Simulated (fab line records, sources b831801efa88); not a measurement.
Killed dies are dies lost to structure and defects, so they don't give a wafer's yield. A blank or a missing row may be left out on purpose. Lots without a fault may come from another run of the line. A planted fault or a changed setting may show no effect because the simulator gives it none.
Chamber matching | flow gf180mcu | GF_V1_CMP_26 on cmp-01: 4 sister chambers
The step polishes, stops on SiO2, t overpolish 15 s, target thk 0 nm. 20 wafers are shown with their chamber, then 10 later ones without.

WAFERS WITH THEIR CHAMBER
wafer  | chamber | motor_current_A (A) | time_to_endpoint_s (s) | overpolish_run_s (s)
L433.2 | 3       | 9.5                 | 87.1                   | 15.005
L433.3 | 2       | 11.0                | 84.7                   | 15.011
L433.6 | 3       | 9.7                 | 87.1                   | 15.006
L436.4 | 3       | 9.2                 | 86.1                   | 15.008
L436.5 | 2       | 10.3                | 86.6                   | 15.004
L436.6 | 1       | 10.7                | 86.3                   | 15.031
L439.1 | 0       | 11.4                | 86.2                   | 14.984
L439.3 | 3       | 9.6                 | 87.3                   | 15.011
L439.6 | 3       | 10.1                | 86.7                   | 15.003
L443.2 | 0       | 11.4                | 89.7                   | 14.999
L443.4 | 1       | 11.0                | 87.5                   | 14.989
L443.6 | 3       | 9.7                 | 87.4                   | 15.009
L444.2 | 3       | 9.9                 | 91.4                   | 14.997
L444.4 | 2       | 11.1                | 85.0                   | 15.006
L444.5 | 3       | 9.7                 | 89.0                   | 14.996
L445.1 | 0       | 10.9                | 91.7                   | 15.018
L445.3 | 3       | 8.9                 | 89.4                   | 15.000
L445.6 | 1       | 10.9                | 84.3                   | 15.002
L449.2 | 2       | 10.8                | 89.1                   | 15.003
L449.4 | 0       | 11.4                | 89.4                   | 14.994

SIGNATURES (means of the wafers above)
reading            | chamber 0 | chamber 1 | chamber 2 | chamber 3 | scatter within a chamber
motor_current_A    | 11.275    | 10.867    | 10.800    | 9.589     | 0.32
time_to_endpoint_s | 89.250    | 86.033    | 86.350    | 87.944    | 1.86
overpolish_run_s   | 14.99875  | 15.00733  | 15.00600  | 15.00389  | 0.0106
Rule: a wafer's distance from a chamber is the root of the sum, over the readings, of the square of ((its reading less the chamber's mean) divided by the reading's scatter). The wafer belongs to the nearest chamber; if the next one is less than 2 further off, it can't be placed. The scatter: the root of (the sum of the squares of (reading less its chamber's mean) over the shown wafers, divided by (wafers less chambers)).

WAFERS WITHOUT THEIR CHAMBER
wafer  | motor_current_A (A) | time_to_endpoint_s (s) | overpolish_run_s (s)
L449.5 | 10.9                | 90.3                   | 14.999
L450.2 | 11.1                | 85.7                   | 15.008
L450.3 | 11.2                | 87.5                   | 14.998
L450.5 | 10.2                | 86.7                   | 14.995
L452.1 | 10.8                | 83.8                   | 15.004
L452.4 | 10.8                | 83.4                   | 14.990
L452.6 | 10.7                | 81.2                   | 14.996
L453.4 | 9.3                 | 86.6                   | 15.014
L453.5 | 11.0                | 88.1                   | 15.026
L453.6 | 9.5                 | 87.3                   | 15.000

WHICH CHAMBER EACH WENT THROUGH
wafer  | from the rows above               | in truth
L449.5 | can't be placed: 0 or 2 or 1      | 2
L450.2 | can't be placed: 1 or 2 or 0      | 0
L450.3 | can't be placed: 0 or 1 or 2      | 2
L450.5 | can't be placed: 2 or 3 or 1 or 0 | 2
L452.1 | can't be placed: 1 or 2           | 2
L452.4 | can't be placed: 1 or 2 or 0      | 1
L452.6 | can't be placed: 1 or 2 or 0      | 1
L453.4 | 3                                 | 3
L453.5 | can't be placed: 1 or 2 or 0      | 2
L453.6 | 3                                 | 3
Placed correctly: 2 of 10. Can't be placed from these rows: 8 (the true chamber is among the candidates in 8). Placed wrongly: 0.
